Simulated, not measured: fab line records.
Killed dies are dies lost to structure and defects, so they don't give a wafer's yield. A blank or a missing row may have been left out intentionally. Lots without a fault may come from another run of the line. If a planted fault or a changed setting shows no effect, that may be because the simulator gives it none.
A single fault, viewed from 2 desks + flow gf180mcu + what lay behind the numbers comes last; until then each desk has only its own

== TOOL OWNER'S DESK, pvd_sputter-04 ==
The tool's own readings at GF_V3_SPUTTER_22 (material TiN, target thk 10 nm, time 40 s): means of the sampled wafers that have a number, for each lot that ran on this tool. The brackets show how far a lot's mean lies from the usual mean; more than 4 standard deviations puts the lot out of limits, marked OUT.
Columns: A = cathode_dc_power_W at GF_V3_SPUTTER_22, usual 4000.0 W; B = throttle_valve_pct at GF_V3_SPUTTER_22, usual 30.8 %
| lot  | first seen here | A                        | B    |
|------|-----------------|--------------------------|------|
| L336 | day 22 18:36    | 3999.4                   | 30.6 |
| L348 | day 26 16:50    | 4171.2 (+99 or more) OUT | 31.5 |
This desk's finding: out of limits on L348; first on L348, day 26 16:50 (cathode_dc_power_W at GF_V3_SPUTTER_22). L336 stayed within limits.

== THE METROLOGY DESK ==
Means of the sampled wafers that have a number, per lot and without regard to the tool the lot ran on: this is what the gauges read. The brackets show how far a lot's mean lies from the usual mean; more than 4 standard deviations puts the lot out of limits, marked OUT.
Columns: A = M3_ALCU_THK at GF_M3_THK_MEAS_06, usual 449 nm
| lot  | first seen here | A   |
|------|-----------------|-----|
| L336 | day 20 16:22    | 449 |
| L337 | day 20 20:32    | 436 |
| L338 | day 20 22:22    | 447 |
| L339 | day 21 06:20    | 450 |
| L348 | day 24 22:07    | 445 |
| L350 | day 25 14:50    | 438 |
| L353 | day 26 11:24    | 448 |
| L352 | day 26 14:26    | 444 |
| L354 | day 26 15:11    | 439 |
| L355 | day 27 01:11    | 454 |
| L356 | day 27 02:11    | 447 |
| L359 | day 27 21:25    | 448 |
Result from this desk: across the 12 lots, nothing is out of limits.

== ALL TOGETHER ==
The tool owner's desk could have raised an alarm at day 26 16:50, on L348.
Metrology desk: nothing out of limits seen.
The metrology desk has L348 on record, within its limits.
Of the lots named, all ran GF_V3_SPUTTER_22 on pvd_sputter-04.

== WHAT THE SIMULATOR PUT IN ==
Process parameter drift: pvd_sputter-04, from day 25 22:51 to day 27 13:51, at GF_V3_SPUTTER_22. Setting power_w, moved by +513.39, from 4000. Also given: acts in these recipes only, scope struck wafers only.
Struck lots among those shown: L348.
Each desk's first reading out of limits, in hours after the fault started: the tool owner's desk, 18.
